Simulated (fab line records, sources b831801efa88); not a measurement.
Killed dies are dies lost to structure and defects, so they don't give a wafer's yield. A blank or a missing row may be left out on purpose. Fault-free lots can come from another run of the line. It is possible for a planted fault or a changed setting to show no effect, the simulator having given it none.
Problem report in the 8D (eight disciplines) form, filled by code    flow sky130    the parts of the form that need people (team, actions taken, sign-off) are left out

## 1. WHAT WENT WRONG
Wafers without a fault read 22.57 s, standard deviation 0.041; strip-time-to-endpoint-s at SKY_SD_N_STRIP_11 reads a mean of 22.13 s on 2 wafers belonging to 2 lots. That is -11 standard deviations from the usual mean.
The step: strips in O2/N2.
Earliest sighting: wafer L921.2 on plasma-asher-03 at day 34 06:44. The record holds 32 wafers of 11 lots with a number at this step. By rule, "out" or "out of limits" means more than 4 standard deviations away from the usual mean. All remaining wafers that have a number are taken as sound.

## 2. WHAT IT IS; WHAT IT IS NOT
question                     is                                is not
which readings at this step  strip-time-to-endpoint-s          chamber-pressure-mTorr, drypump-motor-current-A
which lots                   L921, L924                        L902, L905, L906, L907, L908, L912, L913, L915, L916
which wafers of those lots   L921.2, L924.6                    L921.5, L924.3, L924.5
read on which tools          plasma-asher-01, plasma-asher-03  plasma-asher-04
when                         from day 34 06:44                 up to then (28 sound wafers); but 2 sound wafers of L924 came after

## 3. WHAT RULES OUT EACH SUSPECT
Counting: if a tool at a process step up to the reading ran every lot that is out, it stays a suspect. Sound lots after the first of them don't rule it out here, since some wafers of a struck lot are sound.
- litho-track-03 at SKY_SD_N_COAT_02 (resist thk 1140 nm): kept. It processed each lot that is out (first: L921, day 33 17:50); up to then, its last sound lot is L916 (day 32 07:00).
After counting, what remains is litho-track-03 at SKY_SD_N_COAT_02.

## 4. THE CAUSE (what the simulator had put in)
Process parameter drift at SKY_SD_N_COAT_02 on litho-track-03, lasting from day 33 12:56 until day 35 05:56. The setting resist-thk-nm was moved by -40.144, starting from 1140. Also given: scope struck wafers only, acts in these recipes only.
Only this tool survived the counting.

## 5. THE CHAIN OF EFFECTS, in route order
One row per reading whose mean, taken over the struck wafers that have a number, lies over 3 standard deviations from the usual. Readings are gone through only where the record gives a usual standard deviation; hours: the median, over the lots, of the time from a lot's start at the first step in this table giving one to that lot's start at this step; sigmas: the change measured in usual standard deviations.
hours  step               reading                   usual    on struck wafers  change  sigmas
0      SKY_SD_N_STRIP_11  strip-time-to-endpoint-s  22.57 s  22.13             -0.44   -11
The process steps in it:
- SKY_SD_N_STRIP_11: strips in O2/N2.
Later steps that measure or inspect, where all struck wafers having a row at the step show a number for every such reading and not one has moved that far: SKY_SD_N_RS_MEAS_17.

## 6. HOW IT WOULD HAVE BEEN CAUGHT EARLIER
18 hours passed between the start of the fault at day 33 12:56 and the first reading out of limits in this record, taken at day 34 06:44.
Of the tool readings at SKY_SD_N_COAT_02 for which the record gives a usual standard deviation, none was out on any struck wafer, so an alarm limit of 4 standard deviations on them would not have fired.
Among the 2 lots that are out, L924 began SKY_SD_N_COAT_02 on litho-track-03 after day 34 06:44. Putting the tool on hold at that point would have spared it.
